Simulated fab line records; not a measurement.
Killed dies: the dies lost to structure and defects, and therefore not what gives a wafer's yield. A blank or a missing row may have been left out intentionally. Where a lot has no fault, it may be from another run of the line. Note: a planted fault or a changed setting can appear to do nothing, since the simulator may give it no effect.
fab line records / flow sky130
[record] lots = 4 wafers = 12 last_day = 49
route steps=708 shown VIA2@527 METAL3@532 CAPM@537 PAD_OPEN@708
lots with no fault: from the same line, run without faults
start_h: hours from the record's opening day to when the first of the lot's shown wafers began / wait_h: hours from the lot's prior step to this one / " identical to the entry in the row above / L1.1+2: a row that stands for several wafers / - no value, or no start was given / * or withheld: withheld / < > ~ a bound
route shown NAME@n: names a module that has steps shown in the file, with the first one's number in the route / usual: average and standard deviation across the fault-free wafers / same: alike in all rows / chamber/n: place in a boat / sites: the reading at each site / _std_site: standard deviation across them / _edge_site: inner sites' mean taken away from outer sites' mean / radius_mm: for every site, how far away it sits from the centre of the wafer / mask NAME#n: copy n / behind: tool/chamber where the wafer was last shaped / hold: what put the lot on hold/how long, in hours/how the hold closed / device: names the non-switching transistor (n, p or np) / end of line: the same wafers' tests at the end of the route / a step given without rows: its recipe and nothing more / killed: dies lost to structure and defects at the first sort, not the wafer's yield / map: per-die view of a wafer (x killed, . not killed, _ where there is no die)
set.NAME: setting as actually run; set.NAME@STEP: the setting as run at that earlier step / model.NAME: the simulator's own value behind a step, which no gauge read
lots seen at some steps along the route; tables by step, rows by wafer
services: the hour from which a tool's chamber was out of use, counted from the record's first day as start_h (under 0 if before that day), plus the number of hours and why
[[steps]]
[step SKY_VIA2_SPUTTER_20]
[recipe] material = TiN target_thk_nm = 20 chamber_pressure_pa = 5 power_w = 4000 time_s = 80
[step SKY_VIA2_CVD_21]
[recipe] material = W target_thk_nm = 420 time_s = 126.4 temp_c = 400 pressure_torr = 40
[step SKY_VIA2_CMP_24]
[recipe] stop_on = SiO2 t_overpolish_s = 20 down_force_psi = 3.5 platen_rpm = 60 target_thk_nm = 0 pad_velocity_m_s = 0.94248
[step SKY_METAL3_SPUTTER_00]
[recipe] material = Ti target_thk_nm = 15 power_w = 3000 time_s = 10 chamber_pressure_pa = 0.4
[step SKY_METAL3_SPUTTER_01]
[recipe] material = TiN target_thk_nm = 20 power_w = 6500 time_s = 16.7 chamber_pressure_pa = 0.4
[step SKY_METAL3_SPUTTER_02]
[recipe] material = AlCu target_thk_nm = 735 power_w = 10600 time_s = 39.1 chamber_pressure_pa = 0.4
[step SKY_METAL3_SPUTTER_03]
[recipe] material = Ti target_thk_nm = 5 power_w = 3000 time_s = 3.3 chamber_pressure_pa = 0.4
[step SKY_METAL3_SPUTTER_04]
[recipe] material = TiN target_thk_nm = 70 power_w = 6500 time_s = 58.3 chamber_pressure_pa = 0.4
[step SKY_CAPM_CVD_00]
[recipe] material = SiO2 target_thk_nm = 15.5 temp_c = 400 time_s = withheld rf_w = 450
[step SKY_CAPM_SPUTTER_02]
[recipe] material = TiN target_thk_nm = 200 temp_c = 300 power_w = 6500 time_s = 166.7 chamber_pressure_pa = 0.4
[usual] susceptor_temp_C = 300.02/0.18 throttle_valve_pct = 29.9/1.3
lot.wafer=L319.1 tool=pvd_sputter-04 chamber=- start_h=888.65 wait_h=0.1 susceptor_temp_C=300.01 throttle_valve_pct=29.4 model.TiN_of_CAPM_SPUTTER_02.thk_nm=196.4
lot.wafer=L319.2 tool=pvd_sputter-04 chamber=- start_h=888.65 wait_h=0.1 susceptor_temp_C=300.00 throttle_valve_pct=29.2 model.TiN_of_CAPM_SPUTTER_02.thk_nm=197.9
lot.wafer=L319.6 tool=pvd_sputter-04 chamber=- start_h=888.65 wait_h=0.1 susceptor_temp_C=300.08 throttle_valve_pct=29.5 model.TiN_of_CAPM_SPUTTER_02.thk_nm=198.5
lot.wafer=L332.1 tool=pvd_sputter-01 chamber=- start_h=959.80 wait_h=0.1 susceptor_temp_C=299.90 throttle_valve_pct=29.6 model.TiN_of_CAPM_SPUTTER_02.thk_nm=201.8
lot.wafer=L332.4 tool=pvd_sputter-01 chamber=- start_h=959.80 wait_h=0.1 susceptor_temp_C=300.31 throttle_valve_pct=29.3 model.TiN_of_CAPM_SPUTTER_02.thk_nm=200.2
lot.wafer=L332.6 tool=pvd_sputter-01 chamber=- start_h=959.80 wait_h=0.1 susceptor_temp_C=300.00 throttle_valve_pct=29.8 model.TiN_of_CAPM_SPUTTER_02.thk_nm=203.7
lot.wafer=L333.2 tool=pvd_sputter-04 chamber=- start_h=963.23 wait_h=0.0 susceptor_temp_C=299.71 throttle_valve_pct=28.2 model.TiN_of_CAPM_SPUTTER_02.thk_nm=196.6
lot.wafer=L333.4 tool=pvd_sputter-04 chamber=- start_h=963.23 wait_h=0.0 susceptor_temp_C=300.15 throttle_valve_pct=30.6 model.TiN_of_CAPM_SPUTTER_02.thk_nm=194.2
lot.wafer=L333.5 tool=pvd_sputter-04 chamber=- start_h=963.23 wait_h=0.0 susceptor_temp_C=300.51 throttle_valve_pct=31.0 model.TiN_of_CAPM_SPUTTER_02.thk_nm=210.8
lot.wafer=L335.2 tool=pvd_sputter-04 chamber=- start_h=981.00 wait_h=0.0 susceptor_temp_C=300.28 throttle_valve_pct=29.7 model.TiN_of_CAPM_SPUTTER_02.thk_nm=199.6
lot.wafer=L335.4 tool=pvd_sputter-04 chamber=- start_h=981.00 wait_h=0.0 susceptor_temp_C=299.82 throttle_valve_pct=28.2 model.TiN_of_CAPM_SPUTTER_02.thk_nm=199.3
lot.wafer=L335.6 tool=pvd_sputter-04 chamber=- start_h=981.00 wait_h=0.0 susceptor_temp_C=299.76 throttle_valve_pct=28.1 model.TiN_of_CAPM_SPUTTER_02.thk_nm=213.6
[step SKY_CAPM_RS_MEAS_03]
[recipe] thk_meas_gauge = four-point-probe reads = TiN_of_CAPM_SPUTTER_02
[usual] CAPM_TIN_RS = 6.97/0.08
lot.wafer=L319.1 tool=film_metro-01 chamber=- start_h=888.76 wait_h=0.1 CAPM_TIN_RS[ohm/sq]=7.06
lot.wafer=L319.2 tool=film_metro-01 chamber=- start_h=888.76 wait_h=0.1 CAPM_TIN_RS[ohm/sq]=6.97
lot.wafer=L319.6 tool=film_metro-01 chamber=- start_h=888.76 wait_h=0.1 CAPM_TIN_RS[ohm/sq]=6.97
lot.wafer=L332.1 tool=film_metro-01 chamber=- start_h=959.91 wait_h=0.1 CAPM_TIN_RS[ohm/sq]=6.86
lot.wafer=L332.4 tool=film_metro-01 chamber=- start_h=959.91 wait_h=0.1 CAPM_TIN_RS[ohm/sq]=6.90
lot.wafer=L332.6 tool=film_metro-01 chamber=- start_h=959.91 wait_h=0.1 CAPM_TIN_RS[ohm/sq]=6.79
lot.wafer=L333.2 tool=film_metro-01 chamber=- start_h=963.36 wait_h=0.1 CAPM_TIN_RS[ohm/sq]=7.03
lot.wafer=L333.4 tool=film_metro-01 chamber=- start_h=963.36 wait_h=0.1 CAPM_TIN_RS[ohm/sq]=7.13
lot.wafer=L333.5 tool=film_metro-01 chamber=- start_h=963.36 wait_h=0.1 CAPM_TIN_RS[ohm/sq]=6.55
lot.wafer=L335.2 tool=film_metro-04 chamber=- start_h=981.13 wait_h=0.1 CAPM_TIN_RS[ohm/sq]=6.94
lot.wafer=L335.4 tool=film_metro-04 chamber=- start_h=981.13 wait_h=0.1 CAPM_TIN_RS[ohm/sq]=6.96
lot.wafer=L335.6 tool=film_metro-04 chamber=- start_h=981.13 wait_h=0.1 CAPM_TIN_RS[ohm/sq]=6.48
[step SKY_CAPM_THK_MEAS_04]
[recipe] thk_meas_gauge = xrf reads = TiN_of_CAPM_SPUTTER_02
[usual] CAPM_TIN_THK = 198.7/2.3
lot.wafer=L319.1 tool=film_metro-01 chamber=- start_h=888.88 wait_h=0.1 CAPM_TIN_THK[nm]=196.1
lot.wafer=L319.2 tool=film_metro-01 chamber=- start_h=888.88 wait_h=0.1 CAPM_TIN_THK[nm]=198.3
lot.wafer=L319.6 tool=film_metro-01 chamber=- start_h=888.88 wait_h=0.1 CAPM_TIN_THK[nm]=198.8
lot.wafer=L332.1 tool=film_metro-01 chamber=- start_h=960.03 wait_h=0.1 CAPM_TIN_THK[nm]=201.3
lot.wafer=L332.4 tool=film_metro-01 chamber=- start_h=960.03 wait_h=0.1 CAPM_TIN_THK[nm]=198.6
lot.wafer=L332.6 tool=film_metro-01 chamber=- start_h=960.03 wait_h=0.1 CAPM_TIN_THK[nm]=202.6
lot.wafer=L333.2 tool=film_metro-01 chamber=- start_h=963.47 wait_h=0.1 CAPM_TIN_THK[nm]=196.3
lot.wafer=L333.4 tool=film_metro-01 chamber=- start_h=963.47 wait_h=0.1 CAPM_TIN_THK[nm]=194.0
lot.wafer=L333.5 tool=film_metro-01 chamber=- start_h=963.47 wait_h=0.1 CAPM_TIN_THK[nm]=210.3
lot.wafer=L335.2 tool=film_metro-04 chamber=- start_h=981.24 wait_h=0.1 CAPM_TIN_THK[nm]=200.1
lot.wafer=L335.4 tool=film_metro-04 chamber=- start_h=981.24 wait_h=0.1 CAPM_TIN_THK[nm]=200.2
lot.wafer=L335.6 tool=film_metro-04 chamber=- start_h=981.24 wait_h=0.1 CAPM_TIN_THK[nm]=214.4
[step SKY_CAPM_DEHYDRATE_05]
[recipe] temp_c = 200 time_s = 60
[step SKY_CAPM_HMDS_06]
[recipe] prime_time_s = 60 prime_temp_c = 120
[step SKY_CAPM_COAT_07]
[recipe] resist = NOVOLAK spin_rpm = 3000 resist_thk_nm = 1140
[step SKY_CAPM_SOFTBAKE_08]
[recipe] temp_c = 90 time_s = 60 resist = NOVOLAK
[step SKY_CAPM_EXPOSE_09]
[recipe] mask_id = CAPM na = 0.6 source_shape = conventional sigma_outer = 0.6 polarization = unpolarized target_cd_nm = 1000 dose_mj = 159
[step SKY_CAPM_PEB_10]
[recipe] temp_c = withheld time_s = * resist = NOVOLAK
[step SKY_CAPM_DEVELOP_11]
[recipe] resist = NOVOLAK developer = TMAH develop_time_s = 60 dev_temp_c = 23
[step SKY_CAPM_METAL_ETCH_13]
[recipe] target_depth_nm = 220 stop_on = SiO2 chemistry = Cl2/BCl3 target = TiN pressure_mtorr = 10 icp_w = 900 bias_w = 48.5 Cl2_flow_sccm = 60 bcl3_flow_sccm = 30 time_s = 62.9
[usual] drypump_motor_current_A = 5.9/0.46 oes_product_au = 0.937/0.0081 throttle_valve_pct = 21.904/0.0098
lot.wafer=L319.1 tool=rie_metal-01 chamber=0 start_h=912.85 wait_h=0.0 drypump_motor_current_A=5.6 oes_product_au=0.930 rf_hours_counter_h=8 throttle_valve_pct=21.896
lot.wafer=L319.2 tool=rie_metal-01 chamber=1 start_h=912.85 wait_h=0.0 drypump_motor_current_A=6.6 oes_product_au=0.936 rf_hours_counter_h=12 throttle_valve_pct=21.907
lot.wafer=L319.6 tool=rie_metal-01 chamber=0 start_h=912.85 wait_h=0.0 drypump_motor_current_A=5.6 oes_product_au=0.939 rf_hours_counter_h=- throttle_valve_pct=21.908
lot.wafer=L332.1 tool=rie_metal-01 chamber=1 start_h=984.05 wait_h=0.0 drypump_motor_current_A=6.5 oes_product_au=0.947 rf_hours_counter_h=16 throttle_valve_pct=21.898
lot.wafer=L332.4 tool=rie_metal-01 chamber=0 start_h=984.05 wait_h=0.0 drypump_motor_current_A=5.6 oes_product_au=0.944 rf_hours_counter_h=- throttle_valve_pct=21.918
lot.wafer=L332.6 tool=rie_metal-01 chamber=0 start_h=984.05 wait_h=0.0 drypump_motor_current_A=5.6 oes_product_au=0.952 rf_hours_counter_h=- throttle_valve_pct=21.891
lot.wafer=L333.2 tool=rie_metal-04 chamber=1 start_h=987.56 wait_h=0.0 drypump_motor_current_A=6.1 oes_product_au=0.925 rf_hours_counter_h=5 throttle_valve_pct=21.902
lot.wafer=L333.4 tool=rie_metal-04 chamber=1 start_h=987.56 wait_h=0.0 drypump_motor_current_A=6.1 oes_product_au=0.927 rf_hours_counter_h=- throttle_valve_pct=21.922
lot.wafer=L333.5 tool=rie_metal-04 chamber=0 start_h=987.56 wait_h=0.0 drypump_motor_current_A=5.0 oes_product_au=0.963 rf_hours_counter_h=- throttle_valve_pct=21.886
lot.wafer=L335.2 tool=rie_metal-02 chamber=0 start_h=1004.47 wait_h=0.0 drypump_motor_current_A=5.9 oes_product_au=0.936 rf_hours_counter_h=15 throttle_valve_pct=21.902
lot.wafer=L335.4 tool=rie_metal-02 chamber=1 start_h=1004.47 wait_h=0.0 drypump_motor_current_A=5.5 oes_product_au=0.941 rf_hours_counter_h=- throttle_valve_pct=21.895
lot.wafer=L335.6 tool=rie_metal-02 chamber=1 start_h=1004.47 wait_h=0.0 drypump_motor_current_A=5.6 oes_product_au=0.982 rf_hours_counter_h=- throttle_valve_pct=21.873
[step SKY_CAPM_STRIP_14]
[recipe] chemistry = O2/N2 power_w = 1400 pressure_mtorr = 1500 platen_temp_c = withheld o2_flow_sccm = 3000 n2_flow_sccm = 300 overash_fraction = 0.5
[step SKY_CAPM_STRIP_15]
[recipe] chemistry = post_etch_residue_remover time_s = 1200 temp_c = 72.5
[step SKY_CAPM_CLEAN_16]
[recipe] chemistry = IPA time_s = 180 temp_c = 25
[step SKY_CAPM_CLEAN_17]
[recipe] chemistry = O3/DIW dry = n2_spin
[step SKY_METAL3_DEHYDRATE_05]
[recipe] temp_c = 200 time_s = 60
[step SKY_METAL3_HMDS_06]
[recipe] prime_time_s = 60 prime_temp_c = 120
[step SKY_METAL3_COAT_07]
[recipe] resist = BARC temp_c = withheld time_s = withheld spin_rpm = 3000 resist_thk_nm = 60
[step SKY_METAL3_COAT_08]
[recipe] resist = KrF-thick spin_rpm = 3000 resist_thk_nm = 1140
[step SKY_METAL3_SOFTBAKE_09]
[recipe] temp_c = 100 time_s = 90 resist = KrF-thick
[step SKY_METAL3_EXPOSE_10]
[recipe] mask_id = MM3 na = 0.68 source_shape = annular sigma_inner = 0.4 sigma_outer = 0.8 target_cd_nm = 300 dose_mj = 28
[step SKY_METAL3_PEB_11]
[recipe] peb_temp_c = withheld peb_time_s = withheld resist = KrF-thick
[step SKY_METAL3_DEVELOP_12]
[recipe] develop_time_s = 60 resist = KrF-thick dev_temp_c = 21
[step SKY_METAL3_DESCUM_15]
[recipe] chemistry = O2 source_power_w = 150 bias_power_w = 0 pressure_mtorr = 10 temp_c = 40 time_s = 8
[step SKY_METAL3_ETCH_16]
[recipe] chemistry = N2/H2 target = BARC ion_energy_ev = 200 bias_w = 100 pressure_mtorr = 30 n2_flow_sccm = 100 h2_flow_sccm = 200 icp_w = 500 stop_on = SiO2 time_s = 88.2 target_depth_a = 600
[step SKY_METAL3_ETCH_17]
[recipe] target = SiO2 stop_on = TiN chemistry = C4F8/O2/Ar source_w = 1500 bias_w = 1200 pressure_mtorr = 40 c4f8_flow_sccm = withheld O2_flow_sccm = 6 Ar_flow_sccm = 300 time_s = 3.9 target_depth_a = 150
[step SKY_METAL3_METAL_ETCH_18]
[recipe] target_depth_a = 8450 stop_on = SiO2 over_etch_frac = 0.3 time_s = 183.1 chemistry = Cl2/BCl3 resist_sidewall_deg = 88 pressure_mtorr = 10 icp_w = 900 bias_w = 48.5 Cl2_flow_sccm = 60 bcl3_flow_sccm = 30
[step SKY_METAL3_STRIP_20]
[recipe] chemistry = post_etch_residue_remover time_s = 1200 temp_c = 72.5
lot.wafer=L319.1 tool=wet_bench-03 chamber=2 start_h=938.96 wait_h=0.1 model.TiN_of_CAPM_SPUTTER_02.thk_nm=195.6
lot.wafer=L319.2 tool=wet_bench-03 chamber=2 start_h=938.96 wait_h=0.1 model.TiN_of_CAPM_SPUTTER_02.thk_nm=197
lot.wafer=L319.6 tool=wet_bench-03 chamber=2 start_h=938.96 wait_h=0.1 model.TiN_of_CAPM_SPUTTER_02.thk_nm=197.7
lot.wafer=L332.1 tool=wet_bench-01 chamber=3 start_h=1007.96 wait_h=0.1 model.TiN_of_CAPM_SPUTTER_02.thk_nm=200.9
lot.wafer=L332.4 tool=wet_bench-01 chamber=3 start_h=1007.96 wait_h=0.1 model.TiN_of_CAPM_SPUTTER_02.thk_nm=199.3
lot.wafer=L332.6 tool=wet_bench-01 chamber=3 start_h=1007.96 wait_h=0.1 model.TiN_of_CAPM_SPUTTER_02.thk_nm=202.9
lot.wafer=L333.2 tool=wet_bench-01 chamber=2 start_h=1012.42 wait_h=0.1 model.TiN_of_CAPM_SPUTTER_02.thk_nm=195.8
lot.wafer=L333.4 tool=wet_bench-01 chamber=2 start_h=1012.42 wait_h=0.1 model.TiN_of_CAPM_SPUTTER_02.thk_nm=193.4
lot.wafer=L333.5 tool=wet_bench-01 chamber=2 start_h=1012.42 wait_h=0.1 model.TiN_of_CAPM_SPUTTER_02.thk_nm=210
lot.wafer=L335.2 tool=wet_bench-01 chamber=2 start_h=1028.04 wait_h=0.1 model.TiN_of_CAPM_SPUTTER_02.thk_nm=198.7
lot.wafer=L335.4 tool=wet_bench-01 chamber=2 start_h=1028.04 wait_h=0.1 model.TiN_of_CAPM_SPUTTER_02.thk_nm=198.5
lot.wafer=L335.6 tool=wet_bench-01 chamber=2 start_h=1028.04 wait_h=0.1 model.TiN_of_CAPM_SPUTTER_02.thk_nm=212.7
[step SKY_PAD_OPEN_PROBE_99]
[usual] defect_limited_yield = 82.5/1.7 killed_at_M0_to_M3 = 43/6.1 killed_at_M4_up = 3.5/2 killed_at_contacts = 25/5.1 killed_at_front_end = 14/4.2 killed_at_other = 0.3/0.55 killed_dies = 86/8.3 killed_open = 46/7.2 killed_short = 39/6 sort_bin_3_pad_short = 0.9/0.42 sort_bin_5_function = 10.3/1.4 sort_bin_6_memory = 6.3/1.1 sort_n_pass = 406/8.3 sort_yield_pct = 82.5/1.7
[same] gross_dies = 492 killed_at_back_side = 0 sort_bin_4_leakage[%] = 0 sort_bin_8_speed[%] = 0
lot.wafer=L319.1 tool=prober-01 chamber=- start_h=1106.64 wait_h=0.1 defect_limited_yield[%]=82.1 killed_at_M0_to_M3=41 killed_at_M4_up=5 killed_at_contacts=25 killed_at_front_end=17 killed_at_other=0 killed_dies=88 killed_open=56 killed_short=32 sort_bin_3_pad_short[%]=0.4 sort_bin_5_function[%]=10.6 sort_bin_6_memory[%]=6.9 sort_n_pass=404 sort_yield_pct[%]=82.1 model.etest.cap_mim.plate_ohm_sq=6.101
lot.wafer=L319.2 tool=prober-01 chamber=- start_h=1106.69 wait_h=0.1 defect_limited_yield[%]=80.5 killed_at_M0_to_M3=53 killed_at_M4_up=5 killed_at_contacts=26 killed_at_front_end=12 killed_at_other=0 killed_dies=96 killed_open=54 killed_short=42 sort_bin_3_pad_short[%]=1.4 sort_bin_5_function[%]=10.8 sort_bin_6_memory[%]=7.3 sort_n_pass=396 sort_yield_pct[%]=80.5 model.etest.cap_mim.plate_ohm_sq=6.059
lot.wafer=L319.6 tool=prober-01 chamber=- start_h=1106.89 wait_h=0.2 defect_limited_yield[%]=85.4 killed_at_M0_to_M3=35 killed_at_M4_up=5 killed_at_contacts=21 killed_at_front_end=11 killed_at_other=0 killed_dies=72 killed_open=35 killed_short=37 sort_bin_3_pad_short[%]=0.8 sort_bin_5_function[%]=8.1 sort_bin_6_memory[%]=5.7 sort_n_pass=420 sort_yield_pct[%]=85.4 model.etest.cap_mim.plate_ohm_sq=6.035
lot.wafer=L332.1 tool=prober-02 chamber=- start_h=1162.79 wait_h=0.1 defect_limited_yield[%]=81.9 killed_at_M0_to_M3=36 killed_at_M4_up=5 killed_at_contacts=37 killed_at_front_end=11 killed_at_other=0 killed_dies=89 killed_open=49 killed_short=40 sort_bin_3_pad_short[%]=0.8 sort_bin_5_function[%]=10.6 sort_bin_6_memory[%]=6.7 sort_n_pass=403 sort_yield_pct[%]=81.9 model.etest.cap_mim.plate_ohm_sq=5.959
lot.wafer=L332.4 tool=prober-02 chamber=- start_h=1162.94 wait_h=0.2 defect_limited_yield[%]=83.9 killed_at_M0_to_M3=45 killed_at_M4_up=2 killed_at_contacts=23 killed_at_front_end=9 killed_at_other=0 killed_dies=79 killed_open=49 killed_short=30 sort_bin_3_pad_short[%]=0.4 sort_bin_5_function[%]=10.2 sort_bin_6_memory[%]=5.5 sort_n_pass=413 sort_yield_pct[%]=83.9 model.etest.cap_mim.plate_ohm_sq=6.003
lot.wafer=L332.6 tool=prober-02 chamber=- start_h=1163.04 wait_h=0.2 defect_limited_yield[%]=80.1 killed_at_M0_to_M3=51 killed_at_M4_up=2 killed_at_contacts=27 killed_at_front_end=17 killed_at_other=1 killed_dies=98 killed_open=62 killed_short=36 sort_bin_3_pad_short[%]=1.2 sort_bin_5_function[%]=10.8 sort_bin_6_memory[%]=7.9 sort_n_pass=394 sort_yield_pct[%]=80.1 model.etest.cap_mim.plate_ohm_sq=5.892
lot.wafer=L333.2 tool=prober-02 chamber=- start_h=1165.00 wait_h=0.1 defect_limited_yield[%]=81.1 killed_at_M0_to_M3=54 killed_at_M4_up=3 killed_at_contacts=19 killed_at_front_end=16 killed_at_other=1 killed_dies=93 killed_open=50 killed_short=43 sort_bin_3_pad_short[%]=1.0 sort_bin_5_function[%]=11.2 sort_bin_6_memory[%]=6.7 sort_n_pass=399 sort_yield_pct[%]=81.1 model.etest.cap_mim.plate_ohm_sq=6.104
lot.wafer=L333.4 tool=prober-02 chamber=- start_h=1165.10 wait_h=0.2 defect_limited_yield[%]=83.7 killed_at_M0_to_M3=45 killed_at_M4_up=5 killed_at_contacts=16 killed_at_front_end=14 killed_at_other=0 killed_dies=80 killed_open=48 killed_short=32 sort_bin_3_pad_short[%]=0.6 sort_bin_5_function[%]=8.7 sort_bin_6_memory[%]=6.9 sort_n_pass=412 sort_yield_pct[%]=83.7 model.etest.cap_mim.plate_ohm_sq=6.194
lot.wafer=L333.5 tool=prober-02 chamber=- start_h=1165.15 wait_h=0.2 defect_limited_yield[%]=85.0 killed_at_M0_to_M3=35 killed_at_M4_up=4 killed_at_contacts=22 killed_at_front_end=13 killed_at_other=0 killed_dies=74 killed_open=36 killed_short=38 sort_bin_3_pad_short[%]=1.2 sort_bin_5_function[%]=7.5 sort_bin_6_memory[%]=6.3 sort_n_pass=418 sort_yield_pct[%]=85.0 model.etest.cap_mim.plate_ohm_sq=5.744
lot.wafer=L335.2 tool=prober-02 chamber=- start_h=1178.22 wait_h=0.1 defect_limited_yield[%]=83.5 killed_at_M0_to_M3=39 killed_at_M4_up=2 killed_at_contacts=22 killed_at_front_end=18 killed_at_other=0 killed_dies=81 killed_open=44 killed_short=34 sort_bin_3_pad_short[%]=1.2 sort_bin_5_function[%]=10.8 sort_bin_6_memory[%]=4.5 sort_n_pass=411 sort_yield_pct[%]=83.5 model.etest.cap_mim.plate_ohm_sq=6.017
lot.wafer=L335.4 tool=prober-02 chamber=- start_h=1178.32 wait_h=0.2 defect_limited_yield[%]=85.4 killed_at_M0_to_M3=36 killed_at_M4_up=2 killed_at_contacts=21 killed_at_front_end=13 killed_at_other=0 killed_dies=72 killed_open=38 killed_short=34 sort_bin_3_pad_short[%]=1.2 sort_bin_5_function[%]=7.1 sort_bin_6_memory[%]=6.3 sort_n_pass=420 sort_yield_pct[%]=85.4 model.etest.cap_mim.plate_ohm_sq=6
lot.wafer=L335.6 tool=prober-02 chamber=- start_h=1178.42 wait_h=0.2 defect_limited_yield[%]=83.9 killed_at_M0_to_M3=40 killed_at_M4_up=4 killed_at_contacts=21 killed_at_front_end=14 killed_at_other=0 killed_dies=79 killed_open=43 killed_short=36 sort_bin_3_pad_short[%]=0.4 sort_bin_5_function[%]=10.6 sort_bin_6_memory[%]=5.1 sort_n_pass=413 sort_yield_pct[%]=83.9 model.etest.cap_mim.plate_ohm_sq=5.648
// killed by level:class
L319.1 CONTACT:geometric_particle:open=9 VIA2:geometric_particle:open=9 VIA1:geometric_particle:open=9 POLY_GATE:geometric_particle:short=7 LI_CONTACT:geometric_particle:open=7 VIA3:geometric_particle:open=5 FIELD_ISO:geometric_particle:open=4 SPACER:geometric_particle:open=4
L319.2 VIA2:geometric_particle:open=13 CONTACT:geometric_particle:open=12 VIA1:geometric_particle:open=10 VIA2:geometric_particle:short=6 CONTACT:geometric_particle:short=5 METAL1:geometric_particle:short=5 VIA1:geometric_particle:short=5 METAL4:geometric_particle:short=5
L319.6 VIA1:geometric_particle:open=10 CONTACT:geometric_particle:open=7 CONTACT:geometric_particle:short=6 METAL1:geometric_particle:short=5 VIA1:geometric_particle:short=4 LI_CONTACT:geometric_particle:open=4 METAL2:geometric_particle:short=4 VIA3:geometric_particle:open=4
L332.1 CONTACT:geometric_particle:open=11 VIA1:geometric_particle:open=9 LOCAL_INTERCONNECT:geometric_particle:short=8 CONTACT:geometric_particle:short=8 VIA3:geometric_particle:open=8 LI_CONTACT:geometric_particle:open=6 METAL2:geometric_particle:short=6 VIA2:geometric_particle:open=5
L332.4 VIA1:geometric_particle:open=13 LI_CONTACT:geometric_particle:open=10 VIA3:geometric_particle:open=7 VIA2:geometric_particle:short=4 CONTACT:geometric_particle:short=4 CONTACT:geometric_particle:open=4 METAL1:geometric_particle:short=4 VIA2:geometric_particle:open=4
L332.6 LI_CONTACT:geometric_particle:open=14 VIA3:geometric_particle:open=10 CONTACT:geometric_particle:open=7 METAL2:geometric_particle:short=7 VIA2:geometric_particle:open=7 POLY_GATE:geometric_particle:open=6 VIA1:geometric_particle:open=6 METAL3:geometric_particle:short=6
L333.2 VIA1:geometric_particle:open=10 VIA3:geometric_particle:open=8 METAL1:geometric_particle:short=7 VIA2:geometric_particle:open=7 CONTACT:geometric_particle:open=6 METAL2:geometric_particle:short=6 FIELD_ISO:geometric_particle:short=5 FIELD_ISO:geometric_particle:open=4
L333.4 VIA3:geometric_particle:open=10 VIA1:geometric_particle:open=8 LI_CONTACT:geometric_particle:open=7 CONTACT:geometric_particle:open=5 VIA3:geometric_particle:short=5 METAL4:geometric_particle:short=5 METAL1:geometric_particle:open=4 METAL1:geometric_particle:short=4
L333.5 CONTACT:geometric_particle:open=8 CONTACT:geometric_particle:short=7 VIA2:geometric_particle:open=6 VIA3:geometric_particle:open=6 LOCAL_INTERCONNECT:geometric_particle:short=5 VIA1:geometric_particle:open=5 METAL1:geometric_particle:short=4 METAL4:geometric_particle:short=4
L335.2 VIA1:geometric_particle:open=10 CONTACT:geometric_particle:short=8 CONTACT:geometric_particle:open=8 FIELD_ISO:geometric_particle:open=5 VIA3:geometric_particle:open=5 VIA1:geometric_particle:short=5 METAL1:geometric_particle:short=4 METAL2:geometric_particle:open=4
L335.4 VIA1:geometric_particle:open=9 LI_CONTACT:geometric_particle:open=7 CONTACT:geometric_particle:open=6 METAL1:geometric_particle:short=6 FIELD_ISO:geometric_particle:open=5 METAL2:geometric_particle:short=5 VIA1:geometric_particle:short=4 VIA3:geometric_particle:short=4
L335.6 VIA1:geometric_particle:open=10 METAL1:geometric_particle:short=8 LI_CONTACT:geometric_particle:open=7 CONTACT:geometric_particle:open=7 METAL2:geometric_particle:short=6 VIA3:geometric_particle:open=5 VIA2:geometric_particle:open=4 METAL4:geometric_particle:short=4
[[services]]
tool=pvd_sputter-01 chamber=- start_h=887.20 hours=4.6 kind=repair
tool=pvd_sputter-04 chamber=- start_h=890.47 hours=2.5 kind=repair
tool=rie_metal-04 chamber=1 start_h=897.34 hours=- kind=clean
tool=rie_metal-04 chamber=1 start_h=897.34 hours=15.6 kind=scheduled_down
tool=rie_metal-04 chamber=1 start_h=897.34 hours=15.6 kind=vent_cycle
tool=rie_metal-02 chamber=1 start_h=898.87 hours=- kind=clean
tool=rie_metal-02 chamber=1 start_h=898.87 hours=24.1 kind=scheduled_down
tool=rie_metal-02 chamber=1 start_h=898.87 hours=24.1 kind=vent_cycle
tool=rie_metal-04 chamber=0 start_h=925.64 hours=- kind=clean
tool=rie_metal-04 chamber=0 start_h=925.64 hours=14.8 kind=scheduled_down
tool=rie_metal-04 chamber=0 start_h=925.64 hours=14.8 kind=vent_cycle
tool=pvd_sputter-01 chamber=- start_h=978.97 hours=3.1 kind=repair
tool=pvd_sputter-01 chamber=0 start_h=1000.70 hours=- kind=consumable_replace:kit
tool=pvd_sputter-01 chamber=0 start_h=1000.70 hours=18.0 kind=scheduled_down
tool=pvd_sputter-01 chamber=0 start_h=1000.70 hours=18.0 kind=vent_cycle
[[key]]
[first_sign] step = SKY_CAPM_RS_MEAS_03 reading = CAPM_TIN_RS direction = down sigmas = 5.7 usual = 6.97 struck = 6.52
[effect] step = SKY_CAPM_THK_MEAS_04 reading = CAPM_TIN_THK direction = up sigmas = 5.8 usual = 198.7 struck = 212.4
[effect] step = SKY_CAPM_METAL_ETCH_13 reading = oes_product_au direction = up sigmas = 4.4 usual = 0.937 struck = 0.972
[model_effect] step = SKY_CAPM_SPUTTER_02 value = TiN_of_CAPM_SPUTTER_02.thk_nm without = 198.1 struck = 212.2
[model_effect] step = SKY_METAL3_STRIP_20 value = TiN_of_CAPM_SPUTTER_02.thk_nm without = 197.3 struck = 211.4
[model_effect] step = SKY_PAD_OPEN_PROBE_99 value = etest.cap_mim.plate_ohm_sq without = 6.1 struck = 5.696
met_at SKY_CAPM_SPUTTER_02
struck_wafers L333.5,L335.6
onset_between 888.65 963.23
[fault] kind = process_parameter_drift tool = pvd_sputter-04 chamber = - onset_h = 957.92 steps = SKY_CAPM_SPUTTER_02 channel = target_thk_nm offset = 14.055 shape = step end_h = 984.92 scope = struck_wafers_only acts_in = these_recipes_only stated = 200
